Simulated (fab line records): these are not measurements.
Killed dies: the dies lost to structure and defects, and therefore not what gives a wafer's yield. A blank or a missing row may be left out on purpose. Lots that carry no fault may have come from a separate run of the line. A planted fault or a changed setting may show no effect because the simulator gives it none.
The tool behind it: which one? + flow sky130 + 13 lots with 39 wafers sampled at 5 steps, on a route of 708 steps

== WHAT EACH GAUGE READ, for each wafer ==
SKY_VT_ADJUST_NCORE_TW_MEAS_11. Usual: for VT_ADJUST_NCORE_TW the level is 217 and the standard deviation is 5.4.
| lot  | measured     | on           | VT_ADJUST_NCORE_TW | flag |
|------|--------------|--------------|--------------------|------|
| L925 | day 8 18:37  | filmMetro-02 | 222 223 222        |      |
| L926 | day 9 01:38  | filmMetro-02 | 223 222 221        |      |
| L927 | day 9 04:47  | filmMetro-01 | 211 212 211        |      |
| L929 | day 9 22:20  | filmMetro-03 | 200 199 200        | OFF  |
| L928 | day 9 23:00  | filmMetro-01 | 190 190 191        | OFF  |
| L930 | day 10 05:25 | filmMetro-01 | 211 211 212        |      |
| L937 | day 13 04:15 | filmMetro-01 | 211 211 211        |      |
| L938 | day 13 15:31 | filmMetro-01 | 209 210 211        |      |
| L940 | day 13 17:35 | filmMetro-03 | 222 222 221        |      |
| L939 | day 13 19:16 | filmMetro-01 | 210 209 211        |      |
| L941 | day 14 00:52 | filmMetro-01 | 210 209 209        |      |
| L943 | day 14 08:13 | filmMetro-02 | 222 221 221        |      |
| L944 | day 14 09:42 | filmMetro-01 | 209 209 210        |      |

SKY_LDD_LDN_TW_MEAS_13. Usual: for LDD_LDN_TW the level is 1477 and the standard deviation is 29.
| lot  | measured     | on           | LDD_LDN_TW     | flag |
|------|--------------|--------------|----------------|------|
| L925 | day 23 01:06 | filmMetro-01 | 1441 1440 1437 |      |
| L926 | day 23 10:34 | filmMetro-03 | 1501 1491 1496 |      |
| L927 | day 23 15:44 | filmMetro-03 | 1503 1497 1499 |      |
| L929 | day 24 11:41 | filmMetro-01 | 1436 1437 1427 |      |
| L928 | day 24 07:09 | filmMetro-03 | 1504 1496 1501 |      |
| L930 | day 24 23:19 | filmMetro-01 | 1426 1434 1434 |      |
| L937 | day 28 11:34 | filmMetro-03 | 1493 1491 1493 |      |
| L938 | day 28 21:44 | filmMetro-02 | 1470 1474 1463 |      |
| L940 | day 29 04:01 | filmMetro-01 | 1430 1431 1432 |      |
| L939 | day 29 03:20 | filmMetro-02 | 1491 1491 1485 |      |
| L941 | day 29 06:07 | filmMetro-03 | 1494 1496 1500 |      |
| L943 | day 29 16:11 | filmMetro-03 | 1499 1497 1499 |      |
| L944 | day 29 19:16 | filmMetro-02 | 1492 1480 1486 |      |

SKY_LOCAL_INTERCONNECT_OVL_MEAS_12. Usual: for LOCAL_INTERCONNECT_OVL the level is -5 nm and the standard deviation is 5.2.
| lot  | measured     | on         | LOCAL_INTERCONNECT_OVL (nm) | flag |
|------|--------------|------------|-----------------------------|------|
| L925 | day 30 11:07 | overlay-02 | -4 2 -3                     |      |
| L926 | day 30 20:55 | overlay-01 | -6 0 -1                     |      |
| L927 | day 31 00:45 | overlay-02 | -8 -5 -11                   |      |
| L929 | day 31 18:51 | overlay-02 | -11 -2 -10                  |      |
| L928 | day 31 17:37 | overlay-02 | -7 -5 2                     |      |
| L930 | day 32 05:49 | overlay-02 | -5 0 -7                     |      |
| L937 | day 35 10:37 | overlay-01 | 3 -1 6                      |      |
| L938 | day 35 21:07 | overlay-01 | 2 -4 -3                     |      |
| L940 | day 36 03:54 | overlay-01 | -9 -12 -10                  |      |
| L939 | day 36 03:01 | overlay-01 | -7 -2 -3                    |      |
| L941 | day 36 06:58 | overlay-02 | -3 3 -7                     |      |
| L943 | day 36 12:25 | overlay-01 | -8 -1 -8                    |      |
| L944 | day 36 18:01 | overlay-01 | -3 -11 -5                   |      |

SKY_CONTACT_BOW_MEAS_05. Usual: for CONTACT_BOW the level is 81 um and the standard deviation is 6.4.
| lot  | measured     | on           | CONTACT_BOW (um) | flag |
|------|--------------|--------------|------------------|------|
| L925 | day 30 12:27 | filmMetro-02 | 78 76 80         |      |
| L926 | day 30 22:14 | filmMetro-03 | 94 79 80         |      |
| L927 | day 31 02:04 | filmMetro-01 | 78 80 87         |      |
| L929 | day 31 20:08 | filmMetro-02 | 75 78 77         |      |
| L928 | day 31 19:26 | filmMetro-03 | 90 89 86         |      |
| L930 | day 32 07:08 | filmMetro-02 | 75 88 83         |      |
| L937 | day 35 11:56 | filmMetro-03 | 83 84 85         |      |
| L938 | day 35 22:25 | filmMetro-02 | 70 69 73         |      |
| L940 | day 36 05:28 | filmMetro-01 | 75 81 78         |      |
| L939 | day 36 04:20 | filmMetro-03 | 95 87 77         |      |
| L941 | day 36 08:15 | filmMetro-01 | 86 86 81         |      |
| L943 | day 36 13:44 | filmMetro-03 | 80 79 91         |      |
| L944 | day 36 19:18 | filmMetro-01 | 94 82 83         |      |

== WHAT TOOL EACH LOT RAN ON (gives the tool, then ch and the chambers of the sampled wafers, and finally the start) ==
| lot  | SKY_VT_ADJUST_NCORE_IMPLANT_09  |
|------|---------------------------------|
| L925 | implanter-03 ch 0, day 8 18:24  |
| L926 | implanter-01 ch 0, day 9 01:23  |
| L927 | implanter-03 ch 0, day 9 04:34  |
| L929 | implanter-03 ch 0, day 9 22:07  |
| L928 | implanter-03 ch 0, day 9 22:47  |
| L930 | implanter-01 ch 0, day 10 05:10 |
| L937 | implanter-03 ch 0, day 13 04:00 |
| L938 | implanter-03 ch 0, day 13 15:18 |
| L940 | implanter-03 ch 0, day 13 17:20 |
| L939 | implanter-01 ch 0, day 13 18:59 |
| L941 | implanter-01 ch 0, day 14 00:37 |
| L943 | implanter-02 ch 0, day 14 08:00 |
| L944 | implanter-01 ch 0, day 14 09:27 |
- SKY_VT_ADJUST_NCORE_IMPLANT_09

== AS READ BY THE TOOLS THEMSELVES (means over the sampled wafers that have a number; for cases with no such wafer, the mark the record gives instead) ==
SKY_VT_ADJUST_NCORE_IMPLANT_09. Usual: beamEnergyKeV 10.000, standard deviation 0.0034; endStationPressureTorr 5.02e-06 Torr, standard deviation 2.6e-07.
| lot  | tool         | beamEnergyKeV | endStationPressureTorr (Torr) | flag |
|------|--------------|---------------|-------------------------------|------|
| L925 | implanter-03 | 10.002        | 5.26e-06                      |      |
| L926 | implanter-01 | 9.999         | 5.07e-06                      |      |
| L927 | implanter-03 | 10.001        | 5.10e-06                      |      |
| L929 | implanter-03 | 6.351         | 4.81e-06                      | OFF  |
| L928 | implanter-03 | 6.349         | 4.90e-06                      | OFF  |
| L930 | implanter-01 | 10.004        | 4.97e-06                      |      |
| L937 | implanter-03 | 10.001        | 5.19e-06                      |      |
| L938 | implanter-03 | 9.999         | 5.13e-06                      |      |
| L940 | implanter-03 | 9.999         | 5.14e-06                      |      |
| L939 | implanter-01 | 10.002        | 4.66e-06                      |      |
| L941 | implanter-01 | 10.000        | 5.04e-06                      |      |
| L943 | implanter-02 | 9.997         | 5.09e-06                      |      |
| L944 | implanter-01 | 9.998         | 4.65e-06                      |      |

== THE ANSWER, worked out from the rows above alone ==
Rule: a lot is off if the mean of its wafers that have a number lies more than 3 standard deviations from the usual mean. Also off: a lot with no number at a reading for which 4 or more lots have one. Any other lot the step has rows for is counted as sound. After the gauges, taken in route order, come the tools' own readings; for these a lot's mean is taken, as printed above. At the first step where some lot is off, the reading lying furthest off is the one used; lots without a number count as furthest.
Off: L929, L928, at SKY_VT_ADJUST_NCORE_TW_MEAS_11 (VT_ADJUST_NCORE_TW).
A tool fits if, at a process step before that reading, it ran every lot that is off, and no sound lot after the first of them. The gauges at SKY_VT_ADJUST_NCORE_TW_MEAS_11 aren't tried: what is off there is off at SKY_VT_ADJUST_NCORE_IMPLANT_09 too, on other tools, and a gauge's error can't cause that. Not one of the candidates tried fits.

== WHAT THE SIMULATOR HAD INSERTED ==
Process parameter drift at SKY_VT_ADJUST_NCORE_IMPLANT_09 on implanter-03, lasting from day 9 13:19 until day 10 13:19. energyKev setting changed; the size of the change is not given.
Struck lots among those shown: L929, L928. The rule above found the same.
